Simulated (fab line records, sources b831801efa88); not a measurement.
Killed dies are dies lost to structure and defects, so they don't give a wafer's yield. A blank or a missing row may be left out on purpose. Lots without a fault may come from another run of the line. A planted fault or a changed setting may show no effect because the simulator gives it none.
Which tool did it? | flow sky130 | 11 lots, 33 wafers sampled, at 6 steps of a route of 708

WHAT THE GAUGES READ, wafer by wafer
SKY_VT_ADJUST_HVTR_OVL_MEAS_08.
lot  | measured     | on         | VT_ADJUST_HVTR_OVL (nm)
L135 | day 9 11:05  | overlay-01 | 1.5 -0.1 0.5
L138 | day 10 15:09 | overlay-01 | 2.1 3.1 -0.4
L139 | day 10 16:54 | overlay-02 | 1.7 1.8 -0.1
L141 | day 11 08:11 | overlay-02 | -0.5 -0.6 0.6
L146 | day 12 21:00 | overlay-02 | 0.4 0.7 -0.3
L148 | day 13 07:22 | overlay-01 | 2.1 -1.5 -1.4
L149 | day 13 11:58 | overlay-02 | 0.9 1.6 2.0
L150 | day 13 19:34 | overlay-02 | 3.4 2.7 4.5
L152 | day 14 09:40 | overlay-01 | 1.3 0.7 -1.1
L157 | day 15 20:51 | overlay-01 | -0.7 1.5 0.5
L158 | day 16 03:26 | overlay-01 | -1.0 0.2 -0.2

SKY_LDD_N_TW_MEAS_17.
lot  | measured     | on            | LDD_N_TW
L135 | day 17 19:27 | film_metro-02 | 2590 2575 2590
L138 | day 19 09:12 | film_metro-01 | 2596 2601 2600
L139 | day 19 09:31 | film_metro-03 | 2592 2587 2590
L141 | day 20 01:04 | film_metro-02 | 2576 2589 2590
L146 | day 22 08:04 | film_metro-02 | 2576 2588 2586
L148 | day 22 20:22 | film_metro-01 | 2669 2686 2677 2693 2687 2677
L149 | day 22 21:55 | film_metro-03 | 2661 2656 2663 2674 2664 2677
L150 | day 23 07:05 | film_metro-02 | 2603 2599 2590
L152 | day 24 00:04 | film_metro-01 | 2604 2603 2602
L157 | day 25 05:52 | film_metro-01 | 2550 2580 2562
L158 | day 25 15:24 | film_metro-01 | 2573 2565 2573

SKY_LDD_LDN_TW_MEAS_13.
lot  | measured     | on            | LDD_LDN_TW
L135 | day 22 19:28 | film_metro-03 | 1488 1481 1492
L138 | day 24 10:55 | film_metro-03 | 1486 1490 1492
L139 | day 24 12:07 | film_metro-02 | 1480 1487 1474
L141 | day 25 03:21 | film_metro-02 | 1471 1468 1473
L146 | day 27 07:58 | film_metro-03 | 1479 1480 1491
L148 | day 27 18:25 | film_metro-03 | 1480 1492 1493
L149 | day 27 20:04 | film_metro-01 | 1485 1486 1478
L150 | day 28 03:43 | film_metro-02 | 1487 1486 1483
L152 | day 28 21:58 | film_metro-01 | 1486 1484 1489
L157 | day 30 01:25 | film_metro-01 | 1483 1476 1476
L158 | day 30 11:09 | film_metro-03 | 1496 1492 1496

WHICH TOOL RAN EACH LOT (tool, then ch and the chambers of the sampled wafers, then the start)
lot  | SKY_VT_ADJUST_HVTR_STRIP_10          | SKY_LDD_N_IMPLANT_10            | SKY_LDD_N_STRIP_16
L135 | plasma_asher-04 ch 0,1, day 9 11:17  | implanter-02 ch 0, day 17 18:27 | plasma_asher-01 ch 0,1, day 17 19:21
L138 | plasma_asher-04 ch 0,1, day 10 15:20 | implanter-04 ch 0, day 19 08:12 | plasma_asher-04 ch 0,1, day 19 09:06
L139 | plasma_asher-03 ch 0,1, day 10 17:05 | implanter-03 ch 0, day 19 08:31 | plasma_asher-04 ch 0,1, day 19 09:24
L141 | plasma_asher-04 ch 0,1, day 11 08:23 | implanter-03 ch 0, day 20 00:04 | plasma_asher-04 ch 0,1, day 20 00:58
L146 | plasma_asher-02 ch 1, day 12 21:11   | implanter-02 ch 0, day 22 07:04 | plasma_asher-04 ch 0,1, day 22 07:57
L148 | plasma_asher-04 ch 0,1, day 13 07:32 | implanter-03 ch 0, day 22 19:23 | plasma_asher-01 ch 0,1, day 22 20:16
L149 | plasma_asher-02 ch 0,1, day 13 12:08 | implanter-03 ch 0, day 22 20:55 | plasma_asher-04 ch 0, day 22 21:49
L150 | plasma_asher-03 ch 0,1, day 13 19:44 | implanter-02 ch 0, day 23 06:04 | plasma_asher-04 ch 0,1, day 23 06:57
L152 | plasma_asher-02 ch 0,1, day 14 09:50 | implanter-04 ch 0, day 23 23:05 | plasma_asher-02 ch 0,1, day 23 23:58
L157 | plasma_asher-04 ch 0,1, day 15 21:02 | implanter-04 ch 0, day 25 04:53 | plasma_asher-01 ch 0, day 25 05:46
L158 | plasma_asher-04 ch 0,1, day 16 03:38 | implanter-04 ch 0, day 25 14:24 | plasma_asher-02 ch 1, day 25 15:18
- SKY_VT_ADJUST_HVTR_STRIP_10: strips in O2/N2.
- SKY_LDD_N_IMPLANT_10
- SKY_LDD_N_STRIP_16: strips in O2/N2.

WHAT THE TOOLS THEMSELVES READ (means of the sampled wafers that have a number; where no wafer has one, the mark that the record gives instead)
SKY_VT_ADJUST_HVTR_STRIP_10.
lot  | tool            | drypump_motor_current_A (A) | oes_product_au (a.u.) | strip_time_to_endpoint_s (s)
L135 | plasma_asher-04 | 5.6                         | 0.715                 | 14.20
L138 | plasma_asher-04 | 5.6                         | 0.716                 | 14.22
L139 | plasma_asher-03 | 6.2                         | 0.716                 | 14.18
L141 | plasma_asher-04 | 5.5                         | 0.713                 | 14.16
L146 | plasma_asher-02 | 5.4                         | 0.720                 | 14.24
L148 | plasma_asher-04 | 5.5                         | 0.713                 | 14.18
L149 | plasma_asher-02 | 5.7                         | 0.722                 | 14.15
L150 | plasma_asher-03 | 6.2                         | 0.714                 | 14.22
L152 | plasma_asher-02 | 6.0                         | 0.714                 | 14.16
L157 | plasma_asher-04 | 5.5                         | 0.716                 | 14.23
L158 | plasma_asher-04 | 5.7                         | 0.717                 | 14.19

SKY_LDD_N_IMPLANT_10.
lot  | tool         | beam_on_s (s) | dose_ions_cm2 | faraday_current_uA
L135 | implanter-02 | 10.18         | 7.499e+13     | 415
L138 | implanter-04 | 9.96          | 7.501e+13     | 424
L139 | implanter-03 | 10.03         | 7.507e+13     | 421
L141 | implanter-03 | 9.95          | 7.500e+13     | 425
L146 | implanter-02 | 10.12         | 7.494e+13     | 419
L148 | implanter-03 | 14.93         | 1.258e+14     | 473
L149 | implanter-03 | 15.54         | 1.258e+14     | 456
L150 | implanter-02 | 10.05         | 7.498e+13     | 422
L152 | implanter-04 | 9.97          | 7.501e+13     | 422
L157 | implanter-04 | 10.09         | 7.515e+13     | 419
L158 | implanter-04 | 10.12         | 7.501e+13     | 418

SKY_LDD_N_STRIP_16.
lot  | tool            | drypump_motor_current_A (A) | oes_product_au (a.u.) | strip_time_to_endpoint_s (s)
L135 | plasma_asher-01 | 5.7                         | 0.406                 | 4.311
L138 | plasma_asher-04 | 5.6                         | 0.406                 | 4.327
L139 | plasma_asher-04 | 5.6                         | 0.405                 | 4.311
L141 | plasma_asher-04 | 5.5                         | 0.405                 | 4.300
L146 | plasma_asher-04 | 5.7                         | 0.409                 | 4.307
L148 | plasma_asher-01 | 5.7                         | 0.406                 | 4.435
L149 | plasma_asher-04 | 5.3                         | 0.405                 | 4.434
L150 | plasma_asher-04 | 5.6                         | 0.400                 | 4.289
L152 | plasma_asher-02 | 5.7                         | 0.407                 | 4.317
L157 | plasma_asher-01 | 5.5                         | 0.410                 | 4.302
L158 | plasma_asher-02 | 5.4                         | 0.409                 | 4.314

THE ANSWER, worked out from the rows above alone
Rule: what is usual is taken from the lots themselves. Put in order of their means at a reading, lots are off if they are a third of the lots or fewer, leave a main group of 4 or more, and stand apart from it by a gap of 3 or more times the standard deviation of the main group's means; of several such gaps the widest counts. A main group whose means are all the same, to the digits that the tables above print for the reading, isn't used. A lot without any number at a reading at which 4 lots or more have one is off too. The other lots that the step has rows for count as sound. The gauges are gone through in route order, then the tools' own readings, and for those a lot's mean is taken as printed above. The first step at which some lot is off is used, and at that step the reading that is off furthest; a lot without a number counts as furthest.
Off: L148, L149, at SKY_LDD_N_TW_MEAS_17 (LDD_N_TW). The main group: mean 2586, standard deviation 12.
A tool fits if, at a process step before that reading, it ran every lot that is off, and no sound lot after the first of them. The gauges at SKY_LDD_N_TW_MEAS_17 aren't tried: what is off there is off at SKY_LDD_N_IMPLANT_10 too, on other tools, and a gauge's error can't cause that. One fits: implanter-03 at SKY_LDD_N_IMPLANT_10. Its last sound lot is L141 (day 20 00:04), its first lot that is off L148 (day 22 19:23): a fault that began between those two fits.
The tool's own readings at SKY_LDD_N_IMPLANT_10 bear it out: on the lots that are off they differ by more than 5 times the standard deviation of the sound lots' means. beam_on_s reads 15.23 s there against 10.05 s on the sound lots; dose_ions_cm2 reads 1.258e+14 there against 7.502e+13 on the sound lots; faraday_current_uA reads 464 there against 421 on the sound lots.

WHAT THE SIMULATOR HAD PUT IN
Process parameter drift: implanter-03, from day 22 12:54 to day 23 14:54, at SKY_LDD_N_IMPLANT_10. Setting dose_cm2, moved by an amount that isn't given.
Lots struck among those shown: L148, L149. The rule above found the same.
